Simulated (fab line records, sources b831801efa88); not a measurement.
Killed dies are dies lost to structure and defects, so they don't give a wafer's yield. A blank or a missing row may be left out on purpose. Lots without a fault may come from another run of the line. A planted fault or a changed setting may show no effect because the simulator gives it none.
fab line records | flow gf180mcu
record lots=24 wafers=72 last_day=34
route steps=602 shown POLY_GATE@167 V3@432 MIM@506 V5@544
lots that met no fault: from a run of the same line without faults
start_h: hours from the record's first day to the start of the lot's first wafer shown | wait_h: hours since the lot's step before | " the same as in the row above | L1.1+2: a row that stands for several wafers | - no value, or no start given | * or withheld: withheld | < > ~ a bound
route shown NAME@n: a module of which the file shows steps, and the number in the route of the first | usual: mean/standard deviation of fault-free wafers | same: alike in all rows | chamber/n: place in a boat | sites: the reading at each site | _std_site: their standard deviation | _edge_site: outer sites' mean less inner sites' | radius_mm: how far each site lies from the wafer's centre | mask NAME#n: copy n | behind: the tool/chamber that last shaped the wafer | hold: why the lot was held/for how many hours/how that ended | device: the transistor (n, p or np) that didn't switch | end of line: the same wafers' tests at the end of the route | a step without rows: its recipe alone | killed: dies lost to structure and defects at the first sort, not the wafer's yield | map: a wafer's dies, x killed, . not, _ none there
set.NAME: the setting as run; set.NAME@STEP: as run at that earlier step | model.NAME: the simulator's own value behind a step, which no gauge read
steps of the route over a sample of lots; a table a step, a row a wafer
services: from which hour (start_h, from the record's first day; less than 0 if before it) a tool's chamber was out of use, for how many hours, and why
## steps
# step GF_POLY_GATE_CD_MEAS_10
# recipe target_cd_nm=280
# usual cd_nm=280.0/1.3
# columns lot.wafer tool chamber start_h wait_h cd_nm
L074.1 cd_sem-02 - 198.37 0.1 279.9
L074.2 " - " " 279.0
L074.3 " - " " 280.3
L075.1 cd_sem-01 - 202.57 0.1 278.4
L075.2 " - " " 278.9
L075.4 " - " " 278.7
L076.2 cd_sem-02 - 207.94 0.1 283.2
L076.5 " - " " 283.4
L076.6 " - " " 284.2
L077.1 cd_sem-02 - 214.52 0.1 279.3
L077.3 " - " " 279.2
L077.6 " - " " 277.6
L078.2 cd_sem-02 - 225.04 0.1 280.5
L078.5 " - " " 279.7
L078.6 " - " " 277.9
L079.1 cd_sem-01 - 232.97 0.1 279.3
L079.3 " - " " 279.2
L079.6 " - " " 279.2
L080.2 cd_sem-02 - 238.99 0.1 281.1
L080.3 " - " " 280.6
L080.4 " - " " 280.9
L081.2 cd_sem-01 - 248.54 0.1 279.1
L081.3 " - " " 279.9
L081.6 " - " " 279.8
L082.3 cd_sem-01 - 253.01 0.1 279.5
L082.4 " - " " 279.5
L082.5 " - " " 279.3
L083.3 cd_sem-02 - 260.20 0.1 280.7
L083.5 " - " " 278.8
L083.6 " - " " 279.3
L084.2 cd_sem-02 - 271.89 0.1 277.3
L084.3 " - " " 277.9
L084.5 " - " " 278.5
L085.1 cd_sem-01 - 278.71 0.1 280.7
L085.2 " - " " 279.5
L085.5 " - " " 280.8
L086.3 cd_sem-01 - 285.86 0.1 281.5
L086.4 " - " " 280.2
L086.6 " - " " 280.6
L087.1 cd_sem-02 - 291.72 0.1 279.8
L087.3 " - " " 278.5
L087.4 " - " " 278.0
L088.4 cd_sem-01 - 297.60 0.2 281.8
L088.5 " - " " 282.3
L088.6 " - " " 281.6
L089.2 cd_sem-02 - 304.08 0.1 281.0
L089.4 " - " " 280.1
L089.5 " - " " 280.1
L090.1 cd_sem-01 - 311.31 0.1 280.4
L090.3 " - " " 279.0
L090.4 " - " " 280.1
L091.3 cd_sem-02 - 317.06 0.1 279.2
L091.4 " - " " 279.7
L091.5 " - " " 278.5
L092.2 cd_sem-02 - 324.99 0.1 280.6
L092.3 " - " " 282.5
L092.6 " - " " 283.1
L093.3 cd_sem-02 - 333.56 0.1 279.9
L093.4 " - " " 280.0
L093.5 " - " " 280.3
L094.2 cd_sem-01 - 342.28 0.1 281.5
L094.3 " - " " 281.1
L094.4 " - " " 280.9
L095.1 cd_sem-01 - 343.67 0.1 280.8
L095.2 " - " " 280.8
L095.3 " - " " 281.9
L096.1 cd_sem-02 - 352.61 0.1 278.8
L096.4 " - " " 280.5
L096.6 " - " " 278.3
L097.2 cd_sem-01 - 361.23 0.1 279.0
L097.4 " - " " 279.8
L097.5 " - " " 279.0
# step GF_V3_THK_MEAS_03
# recipe reads=SiO2_of_V3_CVD_02
# usual V3_CVD_02_THK=851/11
# columns lot.wafer tool chamber start_h wait_h V3_CVD_02_THK[nm]
L074.1 film_metro-01 - 487.79 0.0 846
L074.2 " - " " 850
L074.3 " - " " 845
L075.1 film_metro-01 - 495.56 0.0 852
L075.2 " - " " 855
L075.4 " - " " 854
L076.2 film_metro-02 - 506.20 0.0 841
L076.5 " - " " 866
L076.6 " - " " 850
L077.1 film_metro-04 - 511.80 0.0 840
L077.3 " - " " 847
L077.6 " - " " 856
L078.2 film_metro-04 - 524.83 0.0 841
L078.5 " - " " 861
L078.6 " - " " 863
L079.1 film_metro-01 - 536.54 0.0 852
L079.3 " - " " 851
L079.6 " - " " 852
L080.2 film_metro-01 - 543.24 0.1 859
L080.3 " - " " 863
L080.4 " - " " 867
L081.2 film_metro-01 - 555.96 0.0 854
L081.3 " - " " 850
L081.6 " - " " 857
L082.3 film_metro-02 - 563.58 0.1 840
L082.4 " - " " 846
L082.5 " - " " 860
L083.3 film_metro-01 - 569.36 0.1 842
L083.5 " - " " 857
L083.6 " - " " 854
L084.2 film_metro-02 - 581.60 0.0 856
L084.3 " - " " 842
L084.5 " - " " 853
L085.1 film_metro-04 - 588.13 0.0 859
L085.2 " - " " 849
L085.5 " - " " 870
L086.3 film_metro-01 - 596.70 0.1 841
L086.4 " - " " 861
L086.6 " - " " 849
L087.1 film_metro-01 - 602.84 0.0 831
L087.3 " - " " 857
L087.4 " - " " 859
L088.4 film_metro-02 - 610.30 0.0 863
L088.5 " - " " 863
L088.6 " - " " 870
L089.2 film_metro-02 - 614.28 0.0 845
L089.4 " - " " 853
L089.5 " - " " 853
L090.1 film_metro-02 - 620.54 0.0 841
L090.3 " - " " 845
L090.4 " - " " 856
L091.3 film_metro-01 - 631.05 0.1 851
L091.4 " - " " 867
L091.5 " - " " 867
L092.2 film_metro-01 - 640.05 0.0 838
L092.3 " - " " 841
L092.6 " - " " 865
L093.3 film_metro-02 - 644.59 0.1 843
L093.4 " - " " 846
L093.5 " - " " 856
L094.2 film_metro-04 - 653.18 0.0 810
L094.3 " - " " 834
L094.4 " - " " 840
L095.1 film_metro-02 - 653.49 0.0 841
L095.2 " - " " 831
L095.3 " - " " 839
L096.1 film_metro-02 - 659.61 0.0 831
L096.4 " - " " 833
L096.6 " - " " 847
L097.2 film_metro-04 - 669.35 0.0 837
L097.4 " - " " 855
L097.5 " - " " 835
# step GF_MIM_SPUTTER_03
# recipe material=Ti target_thk_nm=10 substrate_temp_c=300 chamber_pressure_pa=0.3 power_w=3000 time_s=6.7
# usual throttle_valve_pct=29.7/0.65
# columns lot.wafer tool chamber start_h wait_h throttle_valve_pct
L074.1 pvd_sputter-04 - 561.98 0.0 29.0
L074.2 " - " " 29.5
L074.3 " - " " 29.2
L075.1 pvd_sputter-01 - 568.53 0.0 28.7
L075.2 " - " " 29.7
L075.4 " - " " 30.9
L076.2 pvd_sputter-04 - 579.17 0.0 29.2
L076.5 " - " " 30.8
L076.6 " - " " 29.4
L077.1 pvd_sputter-04 - 583.08 0.0 29.5
L077.3 " - " " 29.1
L077.6 " - " " 29.5
L078.2 pvd_sputter-03 - 596.98 0.0 30.6
L078.5 " - " " 29.1
L078.6 " - " " 30.6
L079.1 pvd_sputter-03 - 607.31 0.0 29.5
L079.3 " - " " 30.7
L079.6 " - " " 30.3
L080.2 pvd_sputter-04 - 613.09 0.0 29.5
L080.3 " - " " 30.8
L080.4 " - " " 29.7
L081.2 pvd_sputter-04 - 624.98 0.0 29.7
L081.3 " - " " 30.5
L081.6 " - " " 29.2
L082.3 pvd_sputter-01 - 631.82 0.0 28.9
L082.4 " - " " 29.2
L082.5 " - " " 28.7
L083.3 pvd_sputter-04 - 636.79 0.0 29.3
L083.5 " - " " 29.6
L083.6 " - " " 28.8
L084.2 pvd_sputter-04 - 649.44 0.0 29.7
L084.3 " - " " 29.4
L084.5 " - " " 29.2
L085.1 pvd_sputter-03 - 654.93 0.0 29.9
L085.2 " - " " 30.1
L085.5 " - " " 30.8
L086.3 pvd_sputter-04 - 662.02 0.0 29.8
L086.4 " - " " 30.9
L086.6 " - " " 29.5
L087.1 pvd_sputter-04 - 667.99 0.0 29.9
L087.3 " - " " 30.5
L087.4 " - " " 29.4
L088.4 pvd_sputter-01 - 675.79 0.0 29.5
L088.5 " - " " 29.7
L088.6 " - " " 29.3
L089.2 pvd_sputter-01 - 679.46 0.0 29.4
L089.4 " - " " 28.8
L089.5 " - " " 30.7
L090.1 pvd_sputter-01 - 684.38 0.0 30.6
L090.3 " - " " 29.6
L090.4 " - " " 28.5
L091.3 pvd_sputter-04 - 694.34 0.0 29.6
L091.4 " - " " 29.2
L091.5 " - " " 30.5
L092.2 pvd_sputter-04 - 703.62 0.0 29.3
L092.3 " - " " 29.7
L092.6 " - " " 29.4
L093.3 pvd_sputter-03 - 707.54 0.0 30.0
L093.4 " - " " 30.5
L093.5 " - " " 29.2
L094.2 pvd_sputter-01 - 714.48 0.0 29.2
L094.3 " - " " 29.6
L094.4 " - " " 30.7
L095.1 pvd_sputter-01 - 715.23 0.0 29.5
L095.2 " - " " 30.9
L095.3 " - " " 29.5
L096.1 pvd_sputter-01 - 719.94 0.0 28.8
L096.4 " - " " 29.2
L096.6 " - " " 28.9
L097.2 pvd_sputter-03 - 730.04 0.0 29.8
L097.4 " - " " 30.5
L097.5 " - " " 30.6
# step GF_V5_CMP_04
# recipe material=SiO2 down_force_psi=4 platen_rpm=60 pad_velocity_m_s=0.94248
# usual motor_current_A=12.0/0.71
# columns lot.wafer tool chamber start_h wait_h motor_current_A
L074.1 cmp-02 3 607.82 0.1 11.5
L074.2 " 0 " " 12.0
L074.3 " 1 " " 12.5
L075.2 cmp-01 1 613.21 0.0 11.6
L075.1 " 2 " " 12.9
L075.4 " 0 " " 13.1
L076.2 cmp-02 1 623.46 0.1 13.0
L076.6 " 3 " " 11.6
L076.5 " 0 " " 12.3
L077.3 cmp-02 3 626.66 0.1 11.9
L077.1 " 0 " " 11.7
L077.6 " 3 " " 11.8
L078.2 cmp-02 1 639.92 0.1 12.9
L078.5 " 0 " " 12.1
L078.6 " 1 " " 12.7
L079.3 cmp-02 0 649.47 0.0 12.8
L079.1 " 1 " " 12.5
L079.6 " 1 " " 12.2
L080.4 cmp-02 2 655.35 0.1 10.7
L080.2 " 3 " " 11.7
L080.3 " 0 " " 12.3
L081.3 cmp-01 2 666.32 0.1 12.3
L081.2 " 3 " " 12.9
L081.6 " 1 " " 11.6
L082.3 cmp-01 2 672.47 0.0 12.6
L082.4 " 3 " " 12.1
L082.5 " 2 " " 12.4
L083.3 cmp-01 1 677.27 0.0 12.6
L083.5 " 1 " " 12.1
L083.6 " 2 " " 12.1
L084.3 cmp-01 1 689.16 0.1 10.9
L084.2 " 2 " " 12.2
L084.5 " 0 " " 12.5
L085.2 cmp-02 3 694.72 0.1 12.1
L085.1 " 0 " " 12.0
L085.5 " 3 " " 11.1
L086.3 cmp-02 3 701.76 0.0 11.5
L086.4 " 1 " " 12.7
L086.6 " 3 " " 11.4
L087.4 cmp-01 3 707.76 0.0 12.7
L087.3 " 0 " " 12.4
L087.1 " 2 " " 12.5
L088.4 cmp-02 3 714.77 0.2 11.9
L088.5 " 0 " " 11.6
L088.6 " 1 " " 12.8
L089.2 cmp-01 1 717.31 0.0 11.6
L089.4 " 0 " " 12.4
L089.5 " 1 " " 11.9
L090.4 cmp-01 1 721.76 0.1 11.5
L090.3 " 3 " " 11.9
L090.1 " 0 " " 13.1
L091.3 cmp-01 2 732.33 0.0 12.3
L091.4 " 3 " " 11.8
L091.5 " 2 " " 12.3
L092.2 cmp-02 3 741.81 0.1 11.4
L092.3 " 0 " " 11.8
L092.6 " 2 " " 10.7
L093.3 cmp-02 2 744.43 0.1 11.1
L093.4 " 3 " " 11.1
L093.5 " 2 " " 11.0
L094.3 cmp-02 3 749.73 0.0 11.2
L094.2 " 0 " " 12.2
L094.4 " 1 " " 12.8
L095.2 cmp-02 2 750.33 0.2 11.4
L095.1 " 3 " " 11.6
L095.3 " 0 " " 12.4
L096.1 cmp-01 3 756.11 0.2 12.2
L096.4 " 1 " " 11.8
L096.6 " 2 " " 13.0
L097.2 cmp-01 2 765.01 0.0 12.7
L097.4 " 0 " " 13.0
L097.5 " 3 " " 13.1
# step GF_V5_ETCH_17
# recipe chemistry=C4F8/O2/Ar mask_material=KrF target=SiO2 stop_on=TiN source_w=1500 bias_w=1200 pressure_mtorr=40 c4f8_flow_sccm=withheld O2_flow_sccm=6 Ar_flow_sccm=300 time_s=withheld target_depth_a=8550
# usual oes_product_au=0.859/0.0045
# columns lot.wafer tool chamber start_h wait_h oes_product_au
L074.1 rie_diel-01 0 - - 0.849
L074.2 " 3 " " 0.859
L074.3 " 1 " " 0.852
L075.1 rie_diel-01 0 - - 0.857
L075.2 " 1 " " 0.851
L075.4 " 1 " " 0.857
L076.2 rie_diel-02 1 - - 0.864
L076.5 " 2 " " 0.860
L076.6 " 3 " " 0.862
L077.1 rie_diel-01 1 - - 0.856
L077.3 " 0 " " 0.864
L077.6 " 0 " " 0.861
L078.2 rie_diel-01 3 - - 0.859
L078.5 " 0 " " 0.852
L078.6 " 3 " " 0.862
L079.1 rie_diel-02 3 - - 0.867
L079.3 " 2 " " 0.860
L079.6 " 1 " " 0.863
L080.2 rie_diel-03 1 - - 0.864
L080.3 " 3 " " 0.860
L080.4 " 0 " " 0.860
L081.2 rie_diel-01 1 - - 0.869
L081.3 " 2 " " 0.862
L081.6 " 1 " " 0.862
L082.3 rie_diel-03 1 - - 0.863
L082.4 " 3 " " 0.862
L082.5 " 0 " " 0.861
L083.3 rie_diel-03 2 - - 0.860
L083.5 " 2 " " 0.867
L083.6 " 3 " " 0.860
L084.2 rie_diel-03 1 - - 0.857
L084.3 " 2 " " 0.865
L084.5 " 3 " " 0.854
L085.1 rie_diel-03 1 - - 0.863
L085.2 " 3 " " 0.853
L085.5 " 1 " " 0.862
L086.3 rie_diel-02 0 - - 0.854
L086.4 " 2 " " 0.858
L086.6 " 3 " " 0.857
L087.1 rie_diel-01 2 - - 0.858
L087.3 " 1 " " 0.869
L087.4 " 0 " " 0.857
L088.4 rie_diel-03 1 - - 0.860
L088.5 " 2 " " 0.861
L088.6 " 1 " " 0.859
L089.2 rie_diel-03 3 - - 0.864
L089.4 " 2 " " 0.851
L089.5 " 0 " " 0.871
L090.1 rie_diel-02 3 - - 0.856
L090.3 " 1 " " 0.858
L090.4 " 2 " " 0.850
L091.3 rie_diel-03 3 - - 0.855
L091.4 " 0 " " 0.857
L091.5 " 3 " " 0.868
L092.2 rie_diel-03 1 - - 0.854
L092.3 " 3 " " 0.852
L092.6 " 2 " " 0.861
L093.3 rie_diel-02 2 - - 0.857
L093.4 " 3 " " 0.859
L093.5 " 2 " " 0.851
L094.2 rie_diel-01 2 - - 0.855
L094.3 " 1 " " 0.864
L094.4 " 3 " " 0.864
L095.1 rie_diel-01 0 - - 0.856
L095.2 " 3 " " 0.855
L095.3 " 2 " " 0.846
L096.1 rie_diel-01 0 - - 0.855
L096.4 " 2 " " 0.867
L096.6 " 2 " " 0.861
L097.2 rie_diel-01 3 - - 0.861
L097.4 " 1 " " 0.856
L097.5 " 0 " " 0.865
# step GF_V5_CVD_23
# recipe material=W target_thk_nm=350 time_s=104.9 temp_c=400 pressure_torr=40
# usual heater_power_w=860/78 susceptor_temp_C=400.01/0.24
# columns lot.wafer tool chamber start_h wait_h heater_power_w susceptor_temp_C
L074.1 cvd_w-01 1 629.34 0.0 842 400.38
L074.2 " 0 " " 793 400.26
L074.3 " 1 " " 851 400.15
L075.1 cvd_w-02 1 635.50 0.0 987 399.81
L075.2 " 0 " " 793 399.83
L075.4 " 1 " " 997 399.58
L076.2 cvd_w-01 1 644.96 0.0 869 400.27
L076.5 " 0 " " 792 399.86
L076.6 " 1 " " 862 400.09
L077.1 cvd_w-02 0 647.44 0.0 807 399.56
L077.3 " 0 " " 771 399.73
L077.6 " 1 " " 993 399.92
L078.2 cvd_w-01 1 660.38 0.0 880 399.86
L078.5 " 0 " " 791 399.75
L078.6 " 1 " " 886 400.06
L079.1 cvd_w-01 1 669.86 0.0 845 399.64
L079.3 " 1 " " 876 399.90
L079.6 " 0 " " 806 400.03
L080.2 cvd_w-02 0 676.01 0.0 804 399.99
L080.3 " 0 " " 795 400.17
L080.4 " 1 " " 1015 399.85
L081.2 cvd_w-01 0 686.76 0.0 794 399.70
L081.3 " 1 " " 862 399.75
L081.6 " 1 " " 875 399.97
L082.3 cvd_w-01 0 692.25 0.1 802 399.75
L082.4 " 1 " " 821 400.01
L082.5 " 1 " " 901 399.98
L083.3 cvd_w-02 1 697.60 0.2 1004 400.16
L083.5 " 0 " " 794 399.77
L083.6 " 1 " " 995 400.48
L084.2 cvd_w-02 1 708.96 0.0 1000 399.93
L084.3 " 0 " " 794 400.06
L084.5 " 1 " " 1024 400.50
L085.1 cvd_w-02 0 714.85 0.0 796 400.10
L085.2 " 1 " " 1039 399.89
L085.5 " 0 " " 801 400.04
L086.3 cvd_w-01 0 721.00 0.1 794 400.10
L086.4 " 1 " " 847 400.09
L086.6 " 1 " " 864 400.15
L087.1 cvd_w-01 1 727.00 0.0 885 399.95
L087.3 " 0 " " 816 400.27
L087.4 " 1 " " 881 400.14
L088.4 cvd_w-02 0 732.90 0.1 799 400.09
L088.5 " 1 " " 1000 400.37
L088.6 " 0 " " 796 400.03
L089.2 cvd_w-02 0 736.60 0.0 779 400.45
L089.4 " 1 " " 1004 399.91
L089.5 " 0 " " 788 399.85
L090.1 cvd_w-02 0 741.01 0.0 790 400.07
L090.3 " 1 " " 1010 400.24
L090.4 " 0 " " 771 399.94
L091.3 cvd_w-01 0 749.91 0.1 832 400.41
L091.4 " 1 " " 851 400.26
L091.5 " 0 " " 793 400.02
L092.2 cvd_w-01 0 759.49 0.0 800 399.76
L092.3 " 0 " " 812 400.02
L092.6 " 1 " " 857 400.28
L093.3 cvd_w-01 1 762.30 0.1 872 399.84
L093.4 " 0 " " 797 399.52
L093.5 " 1 " " 872 400.09
L094.2 cvd_w-02 0 767.25 0.0 798 399.83
L094.3 " 0 " " 781 400.16
L094.4 " 1 " " 986 399.81
L095.1 cvd_w-01 0 768.08 0.0 814 400.25
L095.2 " 1 " " 856 399.74
L095.3 " 0 " " 812 400.18
L096.1 cvd_w-01 1 773.56 0.0 880 399.84
L096.4 " 1 " " 878 399.67
L096.6 " 1 " " 869 399.81
L097.2 cvd_w-01 0 782.12 0.0 815 400.01
L097.4 " 1 " " 914 400.36
L097.5 " 1 " " 869 400.06
## services
# columns tool chamber start_h hours kind
rie_diel-02 2 557.65 5.4 repair
cvd_w-01 0 562.97 10.6 repair
rie_diel-01 1 569.79 3.6 repair
cmp-02 - 573.79 4.0 pm
rie_diel-01 2 584.55 4.8 repair
cvd_w-01 - 588.96 4.3 pm
pvd_sputter-01 - 588.96 2.7 repair
cmp-02 - 589.42 3.0 repair
pvd_sputter-04 - 599.64 5.3 repair
pvd_sputter-03 - 607.90 12.7 repair
pvd_sputter-04 - 625.41 6.4 repair
cmp-01 - 627.89 1.1 repair
pvd_sputter-04 - 637.66 4.2 repair
rie_diel-01 - 642.15 0.3 repair
rie_diel-03 3 642.56 3.9 repair
pvd_sputter-04 - 672.74 0.7 repair
cmp-01 - 673.75 2.3 repair
cvd_w-01 - 695.96 2.8 pm
pvd_sputter-04 - 705.16 6.5 repair
rie_diel-01 3 711.63 1.2 repair
rie_diel-01 0 732.52 2.8 repair
cmp-01 - 744.18 4.0 pm
cmp-02 - 751.68 3.1 pm
rie_diel-03 - 763.10 14.6 pm
## key
fault none
